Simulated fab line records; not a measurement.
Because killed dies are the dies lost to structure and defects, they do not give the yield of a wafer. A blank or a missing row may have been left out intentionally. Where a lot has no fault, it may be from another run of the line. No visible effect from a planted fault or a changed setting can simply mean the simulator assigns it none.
A lot that was struck, set against a sound lot	flow sky130	15 steps out of a route of 708
Sound: the wafers L628.4, L628.5, L628.6. The struck wafers were L640.3, L640.4, L640.5. The cause comes at the end.
At each step with rows: each side's tool, then ch and its chambers, then its first start. Under that, the readings that differ: sound wafers	struck wafers	difference of the means	sigmas: that difference in standard deviations of wafers without a fault.
alike: words and numbers the same on both sides, and readings whose means are apart by under 2 such deviations; not compared: readings that were withheld, readings missing a value for some wafer, numbers with overlapping values and no deviation given by the record, and bounds like >300 which may hide the same value.
A row with sigmas, a row that says differs or no value, or rows on one side alone: a step with any of these is where the two part. Non-overlapping numbers with no deviation appear without sigmas and do not part them. Lack of a reading on every wafer of one side parts them only where that side has two or more wafers.

first, 2 steps without rows for these wafers: SKY_NWELL_IMPLANT_12; SKY_NWELL_IMPLANT_13.
SKY_NWELL_STRIP_14: strips in O2/N2.
  sound on plasma-asher-02 ch 0,1, day 6 01:55; struck on plasma-asher-04 ch 0,1, day 8 13:00
  alike: drypump-motor-current-A, oes-product-au, strip-time-to-endpoint-s
  not compared: rf-hours-counter-h
SKY_NWELL_TW_MEAS_15:
  sound on film-metro-02 at day 6 02:01; struck on film-metro-01 at day 8 13:05
reading	sound	struck	difference	sigmas
NWELL_TW	1842 1841 1839	1794 1800 1803	-42	-3
then, 7 steps without rows for these wafers: SKY_NWELL_DEHYDRATE_16 (time 60 s); SKY_NWELL_HMDS_17 (prime time 60 s); SKY_NWELL_COAT_18 (resist thk 3000 nm); SKY_NWELL_SOFTBAKE_19; SKY_NWELL_EXPOSE_20 (exposes mask NWM COMPLEMENT, target cd 840 nm); SKY_NWELL_PEB_21; SKY_NWELL_DEVELOP_22 (develop time 60 s).
SKY_NWELL_OVL_MEAS_23:
  sound on overlay-01 at day 6 21:15; struck on overlay-01 at day 9 10:39
  alike: NWELL_01_OVL
SKY_NWELL_IMPLANT_24:
  sound on implanter-02 ch 0, day 6 21:21; struck on implanter-04 ch 0, day 9 10:43
reading	sound	struck	difference	sigmas
dose-ions-cm2	9.198e+12 9.201e+12 9.185e+12	4.6954e+13 4.6954e+13 4.6937e+13	+3.7754e+13	+99 or more
faraday-current-uA	51.8 51.6 49.7	251.9 256.4 270.0	+208.4	+99 or more
SKY_NWELL_STRIP_25: strips in O2/N2.
  sound on plasma-asher-02 ch 0,1, day 6 21:27; struck on plasma-asher-02 ch 0,1, day 9 10:51
reading	sound	struck	difference	sigmas
strip-time-to-endpoint-s (s)	36.92 37.15 37.08	36.74 36.66 36.67	-0.36	-3
  alike: drypump-motor-current-A, oes-product-au
  not compared: rf-hours-counter-h
SKY_NWELL_TW_MEAS_26:
  sound on film-metro-02 at day 6 21:33; struck on film-metro-04 at day 9 11:10
reading	sound	struck	difference	sigmas
NWELL_2_TW	502 501 503	830 828 837	+330	+62
  not compared: hold

WHERE THEY PART
First at SKY_NWELL_TW_MEAS_15; last, within this record, at SKY_NWELL_TW_MEAS_26.

WHY: what had been put in by the simulator
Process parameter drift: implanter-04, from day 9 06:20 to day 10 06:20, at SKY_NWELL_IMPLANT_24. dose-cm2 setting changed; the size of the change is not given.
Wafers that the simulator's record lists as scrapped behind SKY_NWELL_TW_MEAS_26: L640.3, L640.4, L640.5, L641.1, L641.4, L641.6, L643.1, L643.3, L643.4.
